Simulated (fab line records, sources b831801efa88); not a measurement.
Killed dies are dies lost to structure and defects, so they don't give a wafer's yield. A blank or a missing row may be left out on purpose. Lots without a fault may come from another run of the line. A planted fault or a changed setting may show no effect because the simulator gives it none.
Which tool did it? | flow gf180mcu | 6 lots, 18 wafers sampled, at 4 steps of a route of 602

WHAT THE GAUGES READ, wafer by wafer
GF_V4_CD_MEAS_14: target cd 260 nm.
lot  | measured     | on        | cd_nm (nm)
L758 | day 25 19:20 | cd_sem-01 | 260.5 260.7 260.4
L761 | day 26 22:57 | cd_sem-02 | 260.6 261.7 261.2
L763 | day 27 10:09 | cd_sem-01 | 260.9 260.3 260.3
L765 | day 28 01:51 | cd_sem-01 | 260.0 258.8 259.1
L772 | day 30 11:51 | cd_sem-02 | 250.2 251.2 251.3
L775 | day 30 23:50 | cd_sem-01 | 258.6 258.8 258.7

WHICH TOOL RAN EACH LOT (tool, then ch and the chambers of the sampled wafers, then the start)
lot  | GF_M4_SPUTTER_03             | GF_M4_STRIP_17                       | GF_V4_EXPOSE_11
L758 | pvd_sputter-04, day 23 23:13 | plasma_asher-01 ch 1, day 24 20:41   | krf_scanner-02 ch 0, day 25 08:42
L761 | pvd_sputter-01, day 25 02:59 | plasma_asher-04 ch 0,1, day 26 00:11 | krf_scanner-01 ch 0, day 26 12:27
L763 | pvd_sputter-04, day 25 14:31 | plasma_asher-01 ch 0,1, day 26 12:10 | krf_scanner-01 ch 0, day 27 00:13
L765 | pvd_sputter-01, day 26 07:16 | plasma_asher-01 ch 1, day 27 04:40   | krf_scanner-02 ch 0, day 27 16:05
L772 | pvd_sputter-02, day 28 21:13 | plasma_asher-02 ch 0,1, day 29 16:10 | krf_scanner-01 ch 0, day 30 02:18
L775 | pvd_sputter-02, day 29 10:37 | plasma_asher-01 ch 0,1, day 30 05:22 | krf_scanner-02 ch 0, day 30 15:45
- GF_M4_SPUTTER_03: material Ti, target thk 10 nm, time 6.7 s.
- GF_M4_STRIP_17: strips in O2/N2.
- GF_V4_EXPOSE_11: exposes mask Via4, target cd 260 nm.

THE ANSWER, worked out from the rows above alone
Rule: what is usual is taken from the lots themselves. Put in order of their means at a reading, lots are off if they are a third of the lots or fewer, leave a main group of 4 or more, and stand apart from it by a gap of 3 or more times the standard deviation of the main group's means; of several such gaps the widest counts. A main group whose means are all the same, to the digits that the tables above print for the reading, isn't used. A lot without any number at a reading at which 4 lots or more have one is off too. The other lots that the step has rows for count as sound.
Off: L772, at GF_V4_CD_MEAS_14 (cd_nm). The main group: mean 260.0 nm, standard deviation 0.9.
A tool fits if, at a process step before that reading, it ran every lot that is off, and no sound lot after the first of them. The gauges at GF_V4_CD_MEAS_14 are tried like those tools. Can't be told from this: 3 tools fit, plasma_asher-02 at GF_M4_STRIP_17, krf_scanner-01 at GF_V4_EXPOSE_11, cd_sem-02 at GF_V4_CD_MEAS_14.

WHAT THE SIMULATOR HAD PUT IN
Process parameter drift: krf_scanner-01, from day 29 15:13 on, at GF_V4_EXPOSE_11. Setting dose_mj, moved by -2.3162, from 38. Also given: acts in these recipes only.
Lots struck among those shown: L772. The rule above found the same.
